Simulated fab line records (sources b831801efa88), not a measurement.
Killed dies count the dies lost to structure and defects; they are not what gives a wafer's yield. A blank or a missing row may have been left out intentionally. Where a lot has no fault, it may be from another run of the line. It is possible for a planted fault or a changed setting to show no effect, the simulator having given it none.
fab line records ; flow sky130
record: lots: 12; wafers: 36; last_day: 50
route steps=708 shown VT_ADJUST_LVTN@110 VT_ADJUST_NCORE@130 VT_ADJUST_HVTR@142 LDD_P@263 LI_CONTACT@374 PAD_OPEN@708
lots untouched by any fault: they come from a run of this same line in which no faults occurred
start_h: the number of hours between the record's first day and the start of the first shown wafer of the lot ; wait_h: how many hours have passed since the lot's step before this one ; " identical to the entry in the row above ; L1.1+2: a row that stands for several wafers ; - no value, or no start was given ; * or withheld: withheld ; < > ~ a bound
route shown NAME@n: NAME is a module with steps in the file, n the number in the route of the first one ; usual: average and standard deviation across the fault-free wafers ; same: alike in all rows ; chamber/n: place in a boat ; sites: per-site readings ; _std_site: standard deviation across them ; _edge_site: inner sites' mean taken away from outer sites' mean ; radius_mm: for every site, how far away it sits from the centre of the wafer ; mask NAME#n: copy n ; behind: the last tool/chamber to shape the wafer ; hold: why the lot went on hold/how many hours it stayed there/how the hold came to an end ; device: whichever transistor did not switch (one of n, p or np) ; end of line: the route-end tests of the same wafers ; a step with no rows: only its recipe ; killed: at the first sort, the dies lost to defects and structure; wafer yield is something else ; map: a wafer's dies, marking killed ones x, the rest . and places with no die _
set.NAME: the run value of the setting; set.NAME@STEP: its run value at that earlier step ; model.NAME: the simulator's own value behind a step, which no gauge read
a sample of lots followed through the steps of the route, with each step as a table and each wafer as a row
services: a tool's chamber out of use, with start hour (start_h, from the record's first day; less than 0 if before it), hours out, and reason
== steps ==
step: SKY_VT_ADJUST_LVTN_COAT_13
recipe: resist: NOVOLAK; spin_rpm: 3000; resist_thk_nm: 1140
usual: chill_plate_temp_C: 22.98/0.11; dispense_pressure_kPa: 50/5.3
lot.wafer;tool;chamber;start_h;wait_h;chill_plate_temp_C;dispense_pressure_kPa
L914.4;litho_track-03;0;148.81;0.1;23.13;47
L914.5;litho_track-03;0;148.81;0.1;23.20;47
L914.6;litho_track-03;0;148.81;0.1;23.02;47
L916.2;litho_track-03;0;159.16;0.1;22.84;47
L916.3;litho_track-03;0;159.16;0.1;22.90;47
L916.6;litho_track-03;0;159.16;0.1;22.78;47
L917.2;litho_track-04;0;168.13;0.1;23.02;46
L917.3;litho_track-04;0;168.13;0.1;22.80;46
L917.5;litho_track-04;0;168.13;0.1;22.92;46
L918.4;litho_track-01;0;171.99;0.1;22.93;57
L918.5;litho_track-01;0;171.99;0.1;23.01;57
L918.6;litho_track-01;0;171.99;0.1;23.03;57
L920.2;litho_track-01;0;193.04;0.1;22.98;57
L920.3;litho_track-01;0;193.04;0.1;22.95;57
L920.6;litho_track-01;0;193.04;0.1;22.92;57
L922.3;litho_track-01;0;205.72;0.1;23.08;57
L922.4;litho_track-01;0;205.72;0.1;22.96;57
L922.6;litho_track-01;0;205.72;0.1;23.20;57
L927.2;litho_track-03;-;237.01;0.1;-;-
L927.3;litho_track-03;-;237.01;0.1;-;-
L927.4;litho_track-03;-;237.01;0.1;-;-
L928.2;litho_track-01;-;242.69;0.1;-;-
L928.4;litho_track-01;-;242.69;0.1;-;-
L928.5;litho_track-01;-;242.69;0.1;-;-
L929.2;litho_track-04;-;253.83;0.1;-;-
L929.5;litho_track-04;-;253.83;0.1;-;-
L929.6;litho_track-04;-;253.83;0.1;-;-
L934.3;litho_track-01;0;288.21;0.1;23.09;57
L934.4;litho_track-01;0;288.21;0.1;22.88;57
L934.5;litho_track-01;0;288.21;0.1;22.91;57
L935.3;litho_track-04;0;295.21;0.1;23.04;46
L935.5;litho_track-04;0;295.21;0.1;22.97;46
L935.6;litho_track-04;0;295.21;0.1;23.15;46
L936.1;litho_track-01;0;306.81;0.1;23.10;57
L936.3;litho_track-01;0;306.81;0.1;23.04;57
L936.5;litho_track-01;0;306.81;0.1;23.00;57
step: SKY_VT_ADJUST_LVTN_OVL_MEAS_18
usual: VT_ADJUST_LVTN_01_OVL: 1.8/1.3
lot.wafer;tool;chamber;start_h;wait_h;VT_ADJUST_LVTN_01_OVL[nm]
L914.4;overlay-02;-;158.20;0.1;-0.4
L914.5;overlay-02;-;158.20;0.1;1.6
L914.6;overlay-02;-;158.20;0.1;1.7
L916.2;overlay-02;-;169.67;0.1;4.5
L916.3;overlay-02;-;169.67;0.1;3.6
L916.6;overlay-02;-;169.67;0.1;4.0
L917.2;overlay-02;-;178.41;0.1;1.7
L917.3;overlay-02;-;178.41;0.1;1.2
L917.5;overlay-02;-;178.41;0.1;1.6
L918.4;overlay-01;-;182.38;0.1;3.5
L918.5;overlay-01;-;182.38;0.1;3.5
L918.6;overlay-01;-;182.38;0.1;2.0
L920.2;overlay-01;-;203.84;0.1;-1.1
L920.3;overlay-01;-;203.84;0.1;1.4
L920.6;overlay-01;-;203.84;0.1;-0.7
L922.3;overlay-02;-;217.72;0.1;0.1
L922.4;overlay-02;-;217.72;0.1;1.1
L922.6;overlay-02;-;217.72;0.1;1.4
L927.2;overlay-02;-;248.47;0.1;-
L927.3;overlay-02;-;248.47;0.1;-
L927.4;overlay-02;-;248.47;0.1;-
L928.2;overlay-02;-;254.92;0.1;-
L928.4;overlay-02;-;254.92;0.1;-
L928.5;overlay-02;-;254.92;0.1;-
L929.2;overlay-01;-;266.57;0.1;-
L929.5;overlay-01;-;266.57;0.1;-
L929.6;overlay-01;-;266.57;0.1;-
L934.3;overlay-02;-;300.17;0.1;-0.3
L934.4;overlay-02;-;300.17;0.1;1.9
L934.5;overlay-02;-;300.17;0.1;0.0
L935.3;overlay-02;-;308.38;0.1;1.8
L935.5;overlay-02;-;308.38;0.1;2.1
L935.6;overlay-02;-;308.38;0.1;0.5
L936.1;overlay-01;-;319.51;0.1;0.3
L936.3;overlay-01;-;319.51;0.1;2.1
L936.5;overlay-01;-;319.51;0.1;3.8
step: SKY_VT_ADJUST_LVTN_TW_MEAS_21
usual: VT_ADJUST_LVTN_2_TW: 189.0/0.73
lot.wafer;tool;chamber;start_h;wait_h;VT_ADJUST_LVTN_2_TW
L914.4;film_metro-03;-;158.50;0.1;188.7
L914.5;film_metro-03;-;158.50;0.1;187.9
L914.6;film_metro-03;-;158.50;0.1;188.7
L916.2;film_metro-03;-;169.96;0.1;188.4
L916.3;film_metro-03;-;169.96;0.1;188.2
L916.6;film_metro-03;-;169.96;0.1;190.5
L917.2;film_metro-01;-;178.70;0.1;187.9
L917.3;film_metro-01;-;178.70;0.1;188.3
L917.5;film_metro-01;-;178.70;0.1;188.8
L918.4;film_metro-02;-;182.68;0.1;188.9
L918.5;film_metro-02;-;182.68;0.1;189.1
L918.6;film_metro-02;-;182.68;0.1;189.3
L920.2;film_metro-02;-;204.13;0.1;188.9
L920.3;film_metro-02;-;204.13;0.1;188.7
L920.6;film_metro-02;-;204.13;0.1;189.7
L922.3;film_metro-02;-;218.01;0.1;187.8
L922.4;film_metro-02;-;218.01;0.1;188.3
L922.6;film_metro-02;-;218.01;0.1;189.0
L927.2;film_metro-03;-;248.76;0.1;189.7
L927.3;film_metro-03;-;248.76;0.1;188.8
L927.4;film_metro-03;-;248.76;0.1;189.4
L928.2;film_metro-02;-;255.21;0.1;189.2
L928.4;film_metro-02;-;255.21;0.1;189.4
L928.5;film_metro-02;-;255.21;0.1;189.4
L929.2;film_metro-01;-;266.86;0.1;189.3
L929.5;film_metro-01;-;266.86;0.1;188.6
L929.6;film_metro-01;-;266.86;0.1;188.3
L934.3;film_metro-02;-;300.46;0.1;188.4
L934.4;film_metro-02;-;300.46;0.1;189.7
L934.5;film_metro-02;-;300.46;0.1;190.5
L935.3;film_metro-02;-;308.67;0.1;188.6
L935.5;film_metro-02;-;308.67;0.1;189.8
L935.6;film_metro-02;-;308.67;0.1;189.4
L936.1;film_metro-01;-;319.79;0.1;187.3
L936.3;film_metro-01;-;319.79;0.1;189.2
L936.5;film_metro-01;-;319.79;0.1;187.8
step: SKY_VT_ADJUST_NCORE_TW_MEAS_11
usual: VT_ADJUST_NCORE_TW: 219.8/0.97
lot.wafer;tool;chamber;start_h;wait_h;VT_ADJUST_NCORE_TW
L914.4;film_metro-04;-;178.77;0.1;217.1
L914.5;film_metro-04;-;178.77;0.1;220.3
L914.6;film_metro-04;-;178.77;0.1;220.0
L916.2;film_metro-01;-;191.53;0.1;217.2
L916.3;film_metro-01;-;191.53;0.1;218.7
L916.6;film_metro-01;-;191.53;0.1;218.8
L917.2;film_metro-03;-;200.72;0.1;220.8
L917.3;film_metro-03;-;200.72;0.1;220.8
L917.5;film_metro-03;-;200.72;0.1;220.5
L918.4;film_metro-03;-;204.79;0.1;221.7
L918.5;film_metro-03;-;204.79;0.1;221.3
L918.6;film_metro-03;-;204.79;0.1;220.1
L920.2;film_metro-03;-;226.98;0.1;220.6
L920.3;film_metro-03;-;226.98;0.1;220.3
L920.6;film_metro-03;-;226.98;0.1;221.3
L922.3;film_metro-01;-;241.53;0.1;219.4
L922.4;film_metro-01;-;241.53;0.1;217.4
L922.6;film_metro-01;-;241.53;0.1;217.9
L927.2;film_metro-03;-;274.05;0.1;251.2
L927.3;film_metro-03;-;274.05;0.1;251.2
L927.4;film_metro-03;-;274.05;0.1;252.8
L928.2;film_metro-01;-;279.53;0.1;250.4
L928.4;film_metro-01;-;279.53;0.1;251.3
L928.5;film_metro-01;-;279.53;0.1;251.0
L929.2;film_metro-01;-;290.95;0.1;249.6
L929.5;film_metro-01;-;290.95;0.1;249.6
L929.6;film_metro-01;-;290.95;0.1;250.5
L934.3;film_metro-04;-;325.96;0.1;219.4
L934.4;film_metro-04;-;325.96;0.1;219.8
L934.5;film_metro-04;-;325.96;0.1;218.8
L935.3;film_metro-01;-;333.94;0.1;217.7
L935.5;film_metro-01;-;333.94;0.1;219.1
L935.6;film_metro-01;-;333.94;0.1;219.7
L936.1;film_metro-01;-;345.42;0.1;221.1
L936.3;film_metro-01;-;345.42;0.1;221.2
L936.5;film_metro-01;-;345.42;0.1;221.5
step: SKY_VT_ADJUST_HVTR_TW_MEAS_11
usual: VT_ADJUST_HVTR_TW: 211.7/0.99
lot.wafer;tool;chamber;start_h;wait_h;VT_ADJUST_HVTR_TW
L914.4;film_metro-04;-;200.44;0.1;209.8
L914.5;film_metro-04;-;200.44;0.1;211.9
L914.6;film_metro-04;-;200.44;0.1;211.8
L916.2;film_metro-04;-;213.62;0.1;210.7
L916.3;film_metro-04;-;213.62;0.1;210.2
L916.6;film_metro-04;-;213.62;0.1;209.3
L917.2;film_metro-04;-;222.77;0.1;210.7
L917.3;film_metro-04;-;222.77;0.1;210.4
L917.5;film_metro-04;-;222.77;0.1;210.9
L918.4;film_metro-04;-;227.74;0.1;211.9
L918.5;film_metro-04;-;227.74;0.1;211.9
L918.6;film_metro-04;-;227.74;0.1;211.5
L920.2;film_metro-02;-;250.97;0.1;213.1
L920.3;film_metro-02;-;250.97;0.1;212.0
L920.6;film_metro-02;-;250.97;0.1;211.0
L922.3;film_metro-01;-;265.69;0.1;211.1
L922.4;film_metro-01;-;265.69;0.1;211.6
L922.6;film_metro-01;-;265.69;0.1;211.6
L927.2;film_metro-02;-;298.67;0.1;245.4
L927.3;film_metro-02;-;298.67;0.1;246.7
L927.4;film_metro-02;-;298.67;0.1;245.6
L928.2;film_metro-02;-;303.67;0.1;246.4
L928.4;film_metro-02;-;303.67;0.1;245.4
L928.5;film_metro-02;-;303.67;0.1;247.0
L929.2;film_metro-02;-;315.13;0.1;244.6
L929.5;film_metro-02;-;315.13;0.1;244.2
L929.6;film_metro-02;-;315.13;0.1;245.1
L934.3;film_metro-04;-;352.28;0.1;213.2
L934.4;film_metro-04;-;352.28;0.1;213.2
L934.5;film_metro-04;-;352.28;0.1;212.5
L935.3;film_metro-02;-;359.04;0.1;213.1
L935.5;film_metro-02;-;359.04;0.1;211.1
L935.6;film_metro-02;-;359.04;0.1;212.4
L936.1;film_metro-02;-;371.67;0.1;212.1
L936.3;film_metro-02;-;371.67;0.1;211.7
L936.5;film_metro-02;-;371.67;0.1;212.0
step: SKY_LDD_P_OVL_MEAS_08
usual: LDD_P_OVL: -0.6/1.2
lot.wafer;tool;chamber;start_h;wait_h;LDD_P_OVL[nm]
L914.4;overlay-01;-;434.74;0.1;1.1
L914.5;overlay-01;-;434.74;0.1;1.3
L914.6;overlay-01;-;434.74;0.1;0.5
L916.2;overlay-01;-;446.14;0.1;-1.3
L916.3;overlay-01;-;446.14;0.1;-1.5
L916.6;overlay-01;-;446.14;0.1;-1.3
L918.4;overlay-01;-;478.49;0.1;-0.1
L918.5;overlay-01;-;478.49;0.1;-1.7
L918.6;overlay-01;-;478.49;0.1;-2.4
L917.2;overlay-01;-;481.84;0.1;0.2
L917.3;overlay-01;-;481.84;0.1;0.1
L917.5;overlay-01;-;481.84;0.1;-0.8
L920.2;overlay-02;-;501.68;0.1;1.1
L920.3;overlay-02;-;501.68;0.1;0.6
L920.6;overlay-02;-;501.68;0.1;-0.5
L922.3;overlay-01;-;512.54;0.1;-0.3
L922.4;overlay-01;-;512.54;0.1;-0.4
L922.6;overlay-01;-;512.54;0.1;0.9
L928.2;overlay-02;-;552.08;0.1;-0.2
L928.4;overlay-02;-;552.08;0.1;1.0
L928.5;overlay-02;-;552.08;0.1;-0.3
L927.2;overlay-01;-;555.54;0.1;-1.3
L927.3;overlay-01;-;555.54;0.1;-1.8
L927.4;overlay-01;-;555.54;0.1;-2.6
L929.2;overlay-01;-;563.77;0.1;0.6
L929.5;overlay-01;-;563.77;0.1;-1.8
L929.6;overlay-01;-;563.77;0.1;-0.3
L934.3;overlay-01;-;601.79;0.1;0.2
L934.4;overlay-01;-;601.79;0.1;0.2
L934.5;overlay-01;-;601.79;0.1;-0.4
L935.3;overlay-02;-;614.69;0.1;-0.4
L935.5;overlay-02;-;614.69;0.1;0.1
L935.6;overlay-02;-;614.69;0.1;-2.3
L936.1;overlay-01;-;636.97;0.1;-2.6
L936.3;overlay-01;-;636.97;0.1;-1.9
L936.5;overlay-01;-;636.97;0.1;-1.2
step: SKY_LI_CONTACT_CD_MEAS_12
recipe: target_cd_nm: 170
usual: cd_nm: 169.8/1.4
lot.wafer;tool;chamber;start_h;wait_h;cd_nm
L914.4;cd_sem-01;-;677.27;-;171.3
L914.5;cd_sem-01;-;677.27;-;169.4
L914.6;cd_sem-01;-;677.27;-;169.4
L916.2;cd_sem-01;-;687.47;-;171.0
L916.3;cd_sem-01;-;687.47;-;170.1
L916.6;cd_sem-01;-;687.47;-;169.9
L918.4;cd_sem-02;-;714.12;-;168.0
L918.5;cd_sem-02;-;714.12;-;167.2
L918.6;cd_sem-02;-;714.12;-;169.1
L917.2;cd_sem-02;-;720.33;-;170.3
L917.3;cd_sem-02;-;720.33;-;170.7
L917.5;cd_sem-02;-;720.33;-;171.2
L920.2;cd_sem-01;-;737.52;-;168.2
L920.3;cd_sem-01;-;737.52;-;169.5
L920.6;cd_sem-01;-;737.52;-;170.2
L922.3;cd_sem-01;-;749.72;-;168.0
L922.4;cd_sem-01;-;749.72;-;168.5
L922.6;cd_sem-01;-;749.72;-;169.8
L928.2;cd_sem-01;-;784.38;-;171.4
L928.4;cd_sem-01;-;784.38;-;172.2
L928.5;cd_sem-01;-;784.38;-;170.7
L927.2;cd_sem-02;-;790.48;-;171.1
L927.3;cd_sem-02;-;790.48;-;172.8
L927.4;cd_sem-02;-;790.48;-;171.7
L929.2;cd_sem-02;-;795.78;-;170.4
L929.5;cd_sem-02;-;795.78;-;170.8
L929.6;cd_sem-02;-;795.78;-;171.9
L934.3;cd_sem-01;-;831.05;-;168.8
L934.4;cd_sem-01;-;831.05;-;168.3
L934.5;cd_sem-01;-;831.05;-;166.8
L935.3;cd_sem-02;-;841.59;-;169.3
L935.5;cd_sem-02;-;841.59;-;170.4
L935.6;cd_sem-02;-;841.59;-;170.0
L936.1;cd_sem-02;-;861.30;-;171.4
L936.3;cd_sem-02;-;861.30;-;172.1
L936.5;cd_sem-02;-;861.30;-;170.4
step: SKY_PAD_OPEN_PROBE_99
usual: killed_at_M0_to_M3: 42/6.4; killed_at_M4_up: 3.2/1.9; killed_at_contacts: 24/4.8; killed_at_front_end: 16/4.4; killed_at_other: 0.3/0.55; killed_dies: 86/8.6; killed_on_rim: 17/3.5; killed_open: 46/6.6; killed_short: 39/5.7
same: gross_dies: 492; killed_at_back_side: 0
lot.wafer;tool;chamber;start_h;wait_h;killed_at_M0_to_M3;killed_at_M4_up;killed_at_contacts;killed_at_front_end;killed_at_other;killed_dies;killed_on_rim;killed_open;killed_short
L918.4;prober-01;-;1104.00;0.2;40;2;28;14;0;84;18;51;33
L918.5;prober-01;-;1104.05;0.2;44;3;27;16;1;91;18;47;44
L918.6;prober-01;-;1104.10;0.2;43;2;19;13;0;77;17;37;40
L922.3;prober-02;-;1130.80;0.2;45;2;21;16;0;84;15;48;35
L922.4;prober-02;-;1130.85;0.2;44;3;23;13;0;83;17;39;43
L922.6;prober-02;-;1130.95;0.2;41;4;22;12;0;79;15;41;37
L928.2;prober-01;-;1153.97;0.1;47;3;22;420;0;492;96;40;50
L928.4;prober-01;-;1154.07;0.2;42;4;24;422;0;492;96;38;44
L928.5;prober-01;-;1154.12;0.2;29;2;33;428;0;492;96;51;26
L927.2;prober-02;-;1156.33;0.1;36;4;25;427;0;492;96;40;41
L927.3;prober-02;-;1156.38;0.2;48;6;23;415;0;492;96;42;43
L927.4;prober-02;-;1156.43;0.2;51;6;20;415;0;492;96;49;47
L929.2;prober-01;-;1161.36;0.1;36;4;13;439;0;492;96;42;27
L929.5;prober-01;-;1161.51;0.2;44;5;26;417;0;492;96;44;41
L929.6;prober-01;-;1161.56;0.2;42;3;26;421;0;492;96;51;40
killed by level:class
L918.4 CONTACT:geometric_particle:open=11 VIA3:geometric_particle:open=10 VIA2:geometric_particle:open=9 FIELD_ISO:geometric_particle:open=6 LOCAL_INTERCONNECT:geometric_particle:short=6 METAL2:geometric_particle:short=6 LI_CONTACT:geometric_particle:open=5 FIELD_ISO:geometric_particle:short=4
L918.5 POLY_GATE:geometric_particle:open=8 LI_CONTACT:geometric_particle:open=8 VIA1:geometric_particle:open=8 CONTACT:geometric_particle:open=7 METAL2:geometric_particle:short=7 VIA2:geometric_particle:open=7 VIA1:geometric_particle:short=6 LOCAL_INTERCONNECT:geometric_particle:short=5
L918.6 METAL2:geometric_particle:short=8 METAL3:geometric_particle:short=8 CONTACT:geometric_particle:open=7 METAL1:geometric_particle:short=7 VIA1:geometric_particle:open=5 VIA3:geometric_particle:open=5 FIELD_ISO:geometric_particle:open=4 LI_CONTACT:geometric_particle:open=4
L922.3 VIA1:geometric_particle:open=10 LI_CONTACT:geometric_particle:open=9 VIA2:geometric_particle:open=7 VIA1:geometric_particle:short=6 CONTACT:geometric_particle:open=6 FIELD_ISO:geometric_particle:short=5 FIELD_ISO:geometric_particle:open=5 METAL1:geometric_particle:short=5
L922.4 VIA1:geometric_particle:short=10 VIA2:geometric_particle:open=8 VIA1:geometric_particle:open=7 POLY_GATE:geometric_particle:open=6 LI_CONTACT:geometric_particle:open=6 VIA3:geometric_particle:open=6 METAL1:geometric_particle:short=5 LOCAL_INTERCONNECT:geometric_particle:short=5
L922.6 VIA3:geometric_particle:open=9 VIA1:geometric_particle:open=9 CONTACT:geometric_particle:short=6 CONTACT:geometric_particle:open=5 METAL1:geometric_particle:short=5 METAL2:geometric_particle:short=5 METAL3:geometric_particle:short=4 LI_CONTACT:geometric_particle:short=3
L928.2 VT_ADJUST_LVTN:area_expose=402 METAL1:geometric_particle:short=11 VIA2:geometric_particle:open=10 METAL2:geometric_particle:short=8 CONTACT:geometric_particle:open=6 VIA1:geometric_particle:open=6 LI_CONTACT:geometric_particle:open=5 LI_CONTACT:geometric_particle:short=5
L928.4 VT_ADJUST_LVTN:area_expose=409 VIA1:geometric_particle:open=11 CONTACT:geometric_particle:open=7 CONTACT:geometric_particle:short=5 METAL2:geometric_particle:short=5 VIA2:geometric_particle:open=5 FIELD_ISO:geometric_particle:short=4 METAL4:geometric_particle:short=4
L928.5 VT_ADJUST_LVTN:area_expose=414 CONTACT:geometric_particle:open=18 LI_CONTACT:geometric_particle:open=7 VIA1:geometric_particle:open=7 VIA3:geometric_particle:open=6 CONTACT:geometric_particle:short=5 FIELD_ISO:geometric_particle:open=4 VIA2:geometric_particle:open=4
L927.2 VT_ADJUST_LVTN:area_expose=410 LI_CONTACT:geometric_particle:open=10 FIELD_ISO:geometric_particle:open=6 FIELD_ISO:geometric_particle:short=6 CONTACT:geometric_particle:open=6 VIA3:geometric_particle:short=6 METAL2:geometric_particle:short=5 VIA2:geometric_particle:open=5
L927.3 VT_ADJUST_LVTN:area_expose=405 CONTACT:geometric_particle:open=10 LI_CONTACT:geometric_particle:open=7 METAL1:geometric_particle:short=7 VIA1:geometric_particle:short=6 VIA1:geometric_particle:open=6 METAL2:geometric_particle:short=6 VIA2:geometric_particle:open=6
L927.4 VT_ADJUST_LVTN:area_expose=395 VIA1:geometric_particle:open=11 CONTACT:geometric_particle:open=11 METAL2:geometric_particle:short=8 METAL1:geometric_particle:short=8 VIA2:geometric_particle:open=6 FIELD_ISO:geometric_particle:short=5 POLY_GATE:geometric_particle:short=5
L929.2 VT_ADJUST_LVTN:area_expose=422 VIA1:geometric_particle:open=8 CONTACT:geometric_particle:open=7 FIELD_ISO:geometric_particle:open=6 FIELD_ISO:geometric_particle:short=6 VIA2:geometric_particle:open=5 LI_CONTACT:geometric_particle:open=4 METAL1:geometric_particle:short=4
L929.5 VT_ADJUST_LVTN:area_expose=407 CONTACT:geometric_particle:open=10 VIA1:geometric_particle:open=10 VIA1:geometric_particle:short=8 LI_CONTACT:geometric_particle:open=7 CONTACT:geometric_particle:short=5 METAL4:geometric_particle:short=5 METAL2:geometric_particle:short=5
L929.6 VT_ADJUST_LVTN:area_expose=401 CONTACT:geometric_particle:open=11 VIA1:geometric_particle:open=8 VIA2:geometric_particle:open=8 FIELD_ISO:geometric_particle:short=7 VIA3:geometric_particle:open=6 POLY_GATE:geometric_particle:open=5 POLY_GATE:geometric_particle:short=5
== services ==
tool;chamber;start_h;hours;kind
litho_track-01;-;223.63;-;consumable_replace:filter
== key ==
first_sign: step: SKY_VT_ADJUST_LVTN_COAT_13; reading: tool_record; direction: missing
effect: step: SKY_VT_ADJUST_LVTN_OVL_MEAS_18; reading: VT_ADJUST_LVTN_01_OVL; direction: missing
effect: step: SKY_VT_ADJUST_NCORE_TW_MEAS_11; reading: VT_ADJUST_NCORE_TW; direction: up; sigmas: 32; usual: 219.8; struck: 250.9
effect: step: SKY_VT_ADJUST_HVTR_TW_MEAS_11; reading: VT_ADJUST_HVTR_TW; direction: up; sigmas: 34; usual: 211.7; struck: 245.6
effect: step: SKY_PAD_OPEN_PROBE_99; reading: killed_at_front_end; direction: up; sigmas: 93; usual: 16; struck: 423
more_kills_born_at: SKY_VT_ADJUST_LVTN_EXPOSE_15@iline_stepper-01: 2455; SKY_VT_ADJUST_LVTN_EXPOSE_15@iline_stepper-02: 1210
met_at SKY_VT_ADJUST_LVTN_COAT_13
struck_lots L927,L928,L929
tester_left_out L927,L928,L929
not_acting_at SKY_VT_ADJUST_LVTN_TW_MEAS_21,SKY_LDD_P_OVL_MEAS_08,SKY_LI_CONTACT_CD_MEAS_12
onset_between 205.72 237.01
fault: kind: skipped_step_whole; tool: litho_track-01,litho_track-03,litho_track-04; chamber: -; onset_h: 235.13; steps: SKY_VT_ADJUST_LVTN_COAT_13; scope: struck_lots_only
tester_left_out: of these lots the tester's yield and bins aren't shown, on N5 and GAA mostly nor the transistor test; their killed dies are dies lost to structure and defects alone, not to doping, threshold or leakage, so they don't give the yield
